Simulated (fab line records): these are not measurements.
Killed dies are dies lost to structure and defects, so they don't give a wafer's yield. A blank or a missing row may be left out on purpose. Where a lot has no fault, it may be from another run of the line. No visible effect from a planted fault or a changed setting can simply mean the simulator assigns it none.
The tool behind it: which one? | flow sky130 | 13 lots, 39 wafers sampled, at 5 steps of a route of 708

== WHAT THE GAUGES READ, wafer by wafer ==
SKY_FIELD_ISO_THK_MEAS_02. Usual: for FIELD_ISO_OXIDATION_00_THK the level is 11.99 nm and the standard deviation is 0.25.
lot  | measured    | on            | FIELD_ISO_OXIDATION_00_THK (nm) | flag
L601 | day 1 11:38 | film_metro-03 | 12.19 12.33 12.37               |
L603 | day 1 22:14 | film_metro-03 | 12.01 11.96 12.12               |
L604 | day 2 04:00 | film_metro-03 | 11.95 11.86 12.03               |
L606 | day 2 13:41 | film_metro-02 | 12.19 12.08 12.08               |
L607 | day 2 18:28 | film_metro-04 | 12.21 12.41 12.42               |
L608 | day 2 22:38 | film_metro-03 | 12.11 12.14 12.02               |
L609 | day 3 03:47 | film_metro-03 | 11.78 11.51 11.83               |
L610 | day 3 09:16 | film_metro-02 | 11.74 11.46 11.73               |
L614 | day 4 04:41 | film_metro-03 | 11.83 11.89 11.76               |
L615 | day 4 10:13 | film_metro-04 | 11.97 11.87 12.14               |
L619 | day 5 05:38 | film_metro-03 | 11.82 12.08 12.11               |
L620 | day 5 10:38 | film_metro-02 | 11.97 11.77 12.08               |
L624 | day 6 08:41 | film_metro-02 | 11.37 11.76 11.75               |

SKY_FIELD_ISO_CD_MEAS_13: target cd 150 nm. Usual: cd_nm at 150.6 nm, with a standard deviation of 1.4.
lot  | measured    | on        | cd_nm (nm)        | flag
L601 | day 2 04:51 | cd_sem-02 | 150.9 149.5 150.7 |
L603 | day 2 15:10 | cd_sem-02 | 149.0 149.8 150.2 |
L604 | day 2 20:35 | cd_sem-01 | 149.6 148.8 148.3 |
L606 | day 3 07:16 | cd_sem-02 | 151.8 149.8 151.3 |
L607 | day 3 12:24 | cd_sem-02 | 150.6 151.3 150.1 |
L608 | day 3 15:10 | cd_sem-02 | 150.6 150.8 151.5 |
L609 | day 3 21:02 | cd_sem-02 | 148.0 147.7 149.0 |
L610 | day 4 02:40 | cd_sem-01 | 151.4 150.1 150.6 |
L614 | day 6 02:13 | cd_sem-02 | 151.0 150.8 150.5 |
L615 | day 6 02:03 | cd_sem-01 | 149.1 147.7 149.4 |
L619 | day 6 05:30 | cd_sem-01 | 150.1 150.2 152.7 |
L620 | day 6 08:33 | cd_sem-02 | 148.7 149.8 149.5 |
L624 | day 7 05:19 | cd_sem-01 | 152.4 151.0 151.3 |

SKY_VT_ADJUST_NCORE_TW_MEAS_11. Usual: for VT_ADJUST_NCORE_TW the level is 220.3 and the standard deviation is 3.
lot  | measured     | on            | VT_ADJUST_NCORE_TW | flag
L601 | day 8 10:10  | film_metro-04 | 224.1 225.7 224.7  |
L603 | day 8 18:55  | film_metro-03 | 217.0 215.6 218.9  |
L604 | day 9 03:48  | film_metro-02 | 220.0 219.9 220.7  |
L606 | day 9 21:50  | film_metro-03 | 215.7 216.2 217.8  |
L607 | day 10 03:58 | film_metro-04 | 224.4 223.8 224.5  |
L608 | day 10 04:48 | film_metro-04 | 224.9 224.3 222.5  |
L609 | day 10 12:19 | film_metro-02 | 220.7 219.8 220.9  |
L610 | day 10 23:10 | film_metro-02 | 219.7 220.0 220.4  |
L614 | day 13 19:25 | film_metro-02 | 218.8 218.5 217.0  |
L615 | day 13 22:39 | film_metro-02 | 218.5 219.9 218.1  |
L619 | day 14 05:07 | film_metro-04 | 223.6 224.4 224.5  |
L620 | day 14 08:31 | film_metro-03 | 215.4 215.5 216.4  |
L624 | day 15 10:56 | film_metro-04 | 224.7 224.4 225.0  |

SKY_VT_ADJUST_HVTR_TW_MEAS_11. Usual: for VT_ADJUST_HVTR_TW the level is 213.1 and the standard deviation is 2.4.
lot  | measured     | on            | VT_ADJUST_HVTR_TW | flag
L601 | day 9 07:24  | film_metro-04 | 216.1 216.1 214.7 |
L603 | day 9 16:05  | film_metro-04 | 215.5 214.9 215.7 |
L604 | day 10 01:47 | film_metro-04 | 215.5 214.9 216.3 |
L606 | day 10 20:03 | film_metro-01 | 212.2 212.8 211.7 |
L607 | day 11 02:54 | film_metro-01 | 210.0 212.0 210.7 |
L608 | day 11 03:26 | film_metro-01 | 212.2 213.8 211.6 |
L609 | day 11 11:21 | film_metro-02 | 210.0 209.7 210.7 |
L610 | day 11 23:03 | film_metro-01 | 211.7 211.5 211.5 |
L614 | day 14 21:08 | film_metro-02 | 198.1 198.3 197.7 | OFF
L615 | day 15 00:06 | film_metro-02 | 196.3 197.2 196.6 | OFF
L619 | day 15 07:28 | film_metro-01 | 212.5 213.9 212.6 |
L620 | day 15 11:52 | film_metro-04 | 216.5 216.6 216.1 |
L624 | day 16 15:05 | film_metro-02 | 210.3 210.2 209.6 |

== WHAT TOOL EACH LOT RAN ON (gives the tool, then ch and the chambers of the sampled wafers, and finally the start) ==
lot  | SKY_VT_ADJUST_HVTR_IMPLANT_09
L601 | implanter-03 ch 0, day 9 07:09
L603 | implanter-04 ch 0, day 9 15:53
L604 | implanter-03 ch 0, day 10 01:32
L606 | implanter-02 ch 0, day 10 19:49
L607 | implanter-03 ch 0, day 11 02:39
L608 | implanter-03 ch 0, day 11 03:11
L609 | implanter-03 ch 0, day 11 11:06
L610 | implanter-02 ch 0, day 11 22:49
L614 | implanter-03 ch 0, day 14 20:53
L615 | implanter-03 ch 0, day 14 23:51
L619 | implanter-04 ch 0, day 15 07:13
L620 | implanter-04 ch 0, day 15 11:37
L624 | implanter-02 ch 0, day 16 14:53
- SKY_VT_ADJUST_HVTR_IMPLANT_09

== WHAT THE TOOLS THEMSELVES READ (means of the sampled wafers that have a number; where no wafer has one, the mark that the record gives instead) ==
SKY_VT_ADJUST_HVTR_IMPLANT_09. Usual: beam_energy_keV 10.000, standard deviation 0.0032; dose_ions_cm2 2.1001e+12, standard deviation 2.2e+09; end_station_pressure_torr 5.01e-06 Torr, standard deviation 3e-07; faraday_current_uA 11.86, standard deviation 0.23.
lot  | tool         | beam_energy_keV | dose_ions_cm2 | end_station_pressure_torr (Torr) | faraday_current_uA | flag
L601 | implanter-03 | 10.000          | 2.1010e+12    | 5.19e-06                         | 11.75              |
L603 | implanter-04 | 10.000          | 2.0971e+12    | 5.10e-06                         | 12.01              |
L604 | implanter-03 | 10.002          | 2.1011e+12    | 4.96e-06                         | 11.88              |
L606 | implanter-02 | 9.999           | 2.0983e+12    | 4.87e-06                         | 11.73              |
L607 | implanter-03 | 9.999           | 2.1012e+12    | 5.32e-06                         | 12.03              |
L608 | implanter-03 | 9.998           | 2.1002e+12    | 5.07e-06                         | 11.90              |
L609 | implanter-03 | 10.002          | 2.0989e+12    | 4.94e-06                         | 12.00              |
L610 | implanter-02 | 9.998           | 2.0993e+12    | 5.06e-06                         | 11.78              |
L614 | implanter-03 | 9.999           | 1.6753e+12    | 4.76e-06                         | 9.33               | OFF
L615 | implanter-03 | 10.002          | 1.6743e+12    | 4.93e-06                         | 9.45               | OFF
L619 | implanter-04 | 9.994           | 2.0986e+12    | 5.09e-06                         | 11.74              |
L620 | implanter-04 | 10.000          | 2.0989e+12    | 4.94e-06                         | 11.84              |
L624 | implanter-02 | 10.000          | 2.1041e+12    | 4.95e-06                         | 11.63              |

== THE ANSWER, worked out from the rows above alone ==
Rule: lot off if the mean of its wafers having a number is beyond 3 standard deviations from the usual mean. A lot without any number at a reading at which 4 lots or more have one is off too. All remaining lots with rows at the step are treated as sound. First the gauges in route order, then the tools' own readings, where a lot's mean is used as printed above. At the first step where some lot is off, the reading lying furthest off is the one used; lots without a number count as furthest.
Off: at SKY_VT_ADJUST_HVTR_TW_MEAS_11 (VT_ADJUST_HVTR_TW), L614, L615.
A tool fits if, at a process step before that reading, it ran every lot that is off, and no sound lot after the first of them. Not tried: the gauges at SKY_VT_ADJUST_HVTR_TW_MEAS_11; whatever is off there is also off at SKY_VT_ADJUST_HVTR_IMPLANT_09, on other tools, and gauge error can't account for it. One fits: implanter-03 at SKY_VT_ADJUST_HVTR_IMPLANT_09. Its last sound lot is L609 (day 11 11:06), its first lot that is off L614 (day 14 20:53): a fault that began between those two fits.
The tool's own readings at SKY_VT_ADJUST_HVTR_IMPLANT_09 bear it out: on the lots that are off they differ by more than 5 times the standard deviation of the sound lots' means. dose_ions_cm2 reads 1.6748e+12 there against 2.0999e+12 on the sound lots; faraday_current_uA reads 9.39 there against 11.84 on the sound lots.

== WHAT THE SIMULATOR HAD INSERTED ==
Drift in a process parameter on implanter-03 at SKY_VT_ADJUST_HVTR_IMPLANT_09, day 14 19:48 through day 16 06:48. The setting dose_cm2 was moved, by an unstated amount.
Struck lots among those shown: L614, L615. The rule given above showed the same thing.
